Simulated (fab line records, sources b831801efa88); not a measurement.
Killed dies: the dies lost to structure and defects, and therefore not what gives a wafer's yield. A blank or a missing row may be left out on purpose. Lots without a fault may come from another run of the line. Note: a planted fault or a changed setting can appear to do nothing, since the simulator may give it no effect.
Tool commonality check	flow sky130	Sampled: 13 lots, 39 wafers

== WHY IT WAS OPENED ==
Of 13 lots, 2 have the reading VT_ADJUST_LVTN_TW flagged at SKY_VT_ADJUST_LVTN_TW_MEAS_10. Wafers without a fault read 243.5, standard deviation 2.3.
Rule: a lot is flagged when every wafer of it that has a number lies more than 4 standard deviations from that mean, or none has a number. The rest of the lots are taken to be sound.

lot	measured	on	VT_ADJUST_LVTN_TW, wafer by wafer	flag
L662	day 7 02:45	film-metro-03	245.5 245.0 246.5	
L663	day 7 11:57	film-metro-04	241.8 242.9 242.5	
L664	day 7 16:34	film-metro-01	247.0 246.9 245.7	
L665	day 8 00:02	film-metro-03	245.8 245.5 245.7	
L668	day 8 19:11	film-metro-03	246.4 246.3 247.5	
L669	day 9 01:49	film-metro-03	275.0 273.6 274.6	FLAGGED
L672	day 9 17:56	film-metro-03	275.4 272.5 275.8	FLAGGED
L679	day 11 23:44	film-metro-03	245.1 245.6 246.0	
L680	day 12 04:23	film-metro-04	240.6 240.1 241.3	
L681	day 12 11:25	film-metro-04	241.5 241.9 241.2	
L682	day 12 21:42	film-metro-03	243.5 243.3 244.9	
L683	day 13 03:14	film-metro-04	241.2 240.6 240.9	
L684	day 13 15:19	film-metro-03	245.4 245.8 246.2	
On average the flagged lots' numbers are 274.5, which is +31.0 against the usual, or +13 standard deviations.

== LOT BY LOT: THE TOOL USED ==
The record holds 1 process step before the reading, out of a route of 708 steps. Read each cell as the tool, then ch plus the chambers that the sampled wafers visited, then the start.
lot	flag	SKY_VT_ADJUST_LVTN_IMPLANT_08
L662		implanter-02 ch 0, day 7 02:32
L663		implanter-02 ch 0, day 7 11:44
L664		implanter-01 ch 0, day 7 16:19
L665		implanter-01 ch 0, day 7 23:48
L668		implanter-04 ch 0, day 8 18:56
L669	FLAGGED	implanter-04 ch 0, day 9 01:34
L672	FLAGGED	implanter-04 ch 0, day 9 17:42
L679		implanter-01 ch 0, day 11 23:29
L680		implanter-02 ch 0, day 12 04:09
L681		implanter-01 ch 0, day 12 11:10
L682		implanter-04 ch 0, day 12 21:30
L683		implanter-04 ch 0, day 13 02:59
L684		implanter-02 ch 0, day 13 15:04
These steps, and what they do:
- SKY_VT_ADJUST_LVTN_IMPLANT_08
- SKY_VT_ADJUST_LVTN_TW_MEAS_10

== FLAGGED AGAINST TOTAL, ONE TOOL AT A TIME (gauges that did the reading follow at the end) ==
step	tool	lots run	flagged	share of the flagged lots	sound lots run after its first flagged lot
SKY_VT_ADJUST_LVTN_IMPLANT_08	implanter-01	4	0	none	-
SKY_VT_ADJUST_LVTN_IMPLANT_08	implanter-02	4	0	none	-
SKY_VT_ADJUST_LVTN_IMPLANT_08	implanter-04	5	2	all	2 (L682,L683)
SKY_VT_ADJUST_LVTN_TW_MEAS_10	film-metro-01	1	0	none	-
SKY_VT_ADJUST_LVTN_TW_MEAS_10	film-metro-03	8	2	all	3 (L679,L682,L684)
SKY_VT_ADJUST_LVTN_TW_MEAS_10	film-metro-04	4	0	none	-

== WHAT IS ALLOWED BY THE TABLE ==
In 2 table rows, all flagged lots were run: implanter-04 (SKY_VT_ADJUST_LVTN_IMPLANT_08), film-metro-03 (SKY_VT_ADJUST_LVTN_TW_MEAS_10).
- implanter-04 at SKY_VT_ADJUST_LVTN_IMPLANT_08 ran 5 lots, 2 of them flagged. After the first flagged lot (L682, L683), sound lots still ran on it; a lasting fault on the whole tool would not permit that. Its own readings lie more than 4 standard deviations out on every wafer of the flagged lots: dose-ions-cm2, faraday-current-uA.
- film-metro-03 at SKY_VT_ADJUST_LVTN_TW_MEAS_10 ran 8 lots, 2 of them flagged. After the first flagged lot (L679, L682, L684), sound lots still ran on it; a lasting fault on the whole tool would not permit that.
Every row of the table either missed a flagged lot or ran a sound lot after the first.

== WHAT THE SIMULATOR HAD PUT IN ==
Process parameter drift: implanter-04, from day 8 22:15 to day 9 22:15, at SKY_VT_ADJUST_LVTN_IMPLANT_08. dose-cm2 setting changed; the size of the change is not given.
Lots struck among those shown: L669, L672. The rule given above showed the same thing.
